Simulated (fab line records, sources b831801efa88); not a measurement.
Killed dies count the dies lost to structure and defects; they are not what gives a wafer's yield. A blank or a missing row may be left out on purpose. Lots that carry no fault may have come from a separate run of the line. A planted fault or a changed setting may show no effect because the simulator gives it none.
A lot that was struck, set against a sound lot / flow gf180mcu / 23 out of 602 route steps
Sound: these wafers, L816.2, L816.3, L816.5. Wafers L822.4, L822.5, L822.6 were the ones struck. The cause is given at the end.
For every step that has rows: the tool of each side, followed by ch and its chambers, followed by its first start. Under that, the readings that differ: sound wafers / struck wafers / difference of the means / sigmas: that difference in standard deviations of wafers without a fault.
alike: words and numbers the same on both sides, and readings whose means are apart by under 2 such deviations; not compared: readings that were withheld, readings missing a value for some wafer, numbers with overlapping values and no deviation given by the record, and bounds like >300 which may hide the same value.
The two part at a step that has a row with sigmas, a row that says differs or no value, or rows on one side only. When numbers do not overlap yet have no deviation, they are printed without sigmas and do not part them. A reading missing from all wafers of one side parts the sides only when that side holds two or more wafers.

GF_V2_RS_MEAS_24: uses a four-point probe to measure.
  sound on film_metro-03 at day 21 12:45; struck on film_metro-01 at day 23 10:20
  alike: V2_W_RS
GF_V2_THK_MEAS_25: measures by xrf.
  sound on film_metro-03 at day 21 12:52; struck on film_metro-01 at day 23 10:26
  alike: V2_W_THK
GF_V2_CMP_26: polishes, stops on SiO2, t overpolish 15 s, target thk 0 nm.
  sound on cmp-01 ch 0,1,3, day 21 13:01; struck on cmp-01 ch 0,1, day 23 10:28
  alike: motor_current_A, overpolish_run_s, platen_rpm, time_to_endpoint_s
GF_M3_SPUTTER_00: material Ti, target thk 37.5 nm, time 150 s.
  sound on pvd_sputter-04 at day 21 13:13; struck on pvd_sputter-01 at day 23 10:46
  alike: throttle_valve_pct
GF_M3_SPUTTER_01: material TiN, target thk 30 nm, time 25 s.
  sound on pvd_sputter-04 at day 21 13:19; struck on pvd_sputter-01 at day 23 10:52
  alike: throttle_valve_pct
then, 1 step without rows for these wafers: GF_M3_SPUTTER_02 (material AlCu, target thk 450 nm, time 23.9 s).
GF_M3_SPUTTER_03: material Ti, target thk 10 nm, time 6.7 s.
  sound on pvd_sputter-04 at day 21 13:23; struck on pvd_sputter-01 at day 23 10:55
  alike: throttle_valve_pct
GF_M3_SPUTTER_04: material TiN, target thk 50 nm, time 41.7 s.
  sound on pvd_sputter-04 at day 21 13:24; struck on pvd_sputter-01 at day 23 10:56
  alike: throttle_valve_pct
GF_M3_RS_MEAS_05: uses a four-point probe to measure.
  sound on film_metro-02 at day 21 13:28; struck on film_metro-02 at day 23 11:02
  alike: M3_ALCU_RS
GF_M3_THK_MEAS_06: measures by xrf.
  sound on film_metro-02 at day 21 13:34; struck on film_metro-02 at day 23 11:08
  alike: M3_ALCU_THK
then, 2 steps without rows for these wafers: GF_M3_DEHYDRATE_07 (time 60 s); GF_M3_HMDS_08 (prime time 60 s).
GF_M3_COAT_09: resist thk 1000 nm.
  sound on litho_track-01 ch 0, day 22 01:28; struck on litho_track-03 ch 0, day 23 22:23
reading=model.KrF_of_M3_COAT_09.thk_nm (nm); sound=1005 1005 1006; struck=1038 1036 1039; difference=+32; sigmas=
  alike: dispense_pressure_kPa, exhaust_pa
then, 4 steps without rows for these wafers: GF_M3_SOFTBAKE_10 (time 60 s); GF_M3_EXPOSE_11 (exposes mask Metal3, target cd 280 nm); GF_M3_PEB_12 (peb time 90 s); GF_M3_DEVELOP_13 (develop time 60 s).
GF_M3_CD_MEAS_14: target cd 280 nm.
  sound on cd_sem-02 at day 22 13:13; struck on cd_sem-01 at day 24 09:22
  alike: cd_nm
GF_M3_OVL_MEAS_15:
  sound on overlay-02 at day 22 13:20; struck on overlay-02 at day 24 09:26
  alike: M3_OVL
GF_M3_METAL_ETCH_16: etches the open film in Cl2/BCl3, stops on SiO2, target depth 750.8 nm, time 125.1 s.
  sound on rie_metal-03 ch 0,1, day 22 13:22; struck on rie_metal-03 ch 0,1, day 24 09:30
reading=model.KrF_of_M3_COAT_09.thk_nm (nm); sound=683.1 688.5 682.8; struck=721.3 726.5 722.2; difference=+38.5; sigmas=
  alike: drypump_motor_current_A, oes_product_au, throttle_valve_pct
  not compared: rf_hours_counter_h
GF_M3_STRIP_17: strips in O2/N2.
  sound on plasma_asher-03 ch 1, day 22 13:29; struck on plasma_asher-04 ch 0,1, day 24 09:37
reading=strip_time_to_endpoint_s (s); sound=7.38 7.43 7.36; struck=7.75 7.78 7.74; difference=+0.37; sigmas=+7
  alike: drypump_motor_current_A, heater_power_w, oes_product_au
  not compared: rf_hours_counter_h
then, 1 step without rows for these wafers: GF_M3_STRIP_18 (strips in post etch residue remover, time 1200 s).
-- the record jumps here: 7 days lie between the struck wafers' starts before and after (it left off in module M3 and takes up again in module PASSIVATION, whose first step shown is number 602 of the route) --
GF_PASSIVATION_PROBE_99:
  record: rows for the struck wafers here (prober-01, day 31 14:02), none for the sound ones

WHERE THEY PART
At GF_M3_STRIP_17 first; at GF_PASSIVATION_PROBE_99 last (within this record only).

WHY: what the simulator had put in
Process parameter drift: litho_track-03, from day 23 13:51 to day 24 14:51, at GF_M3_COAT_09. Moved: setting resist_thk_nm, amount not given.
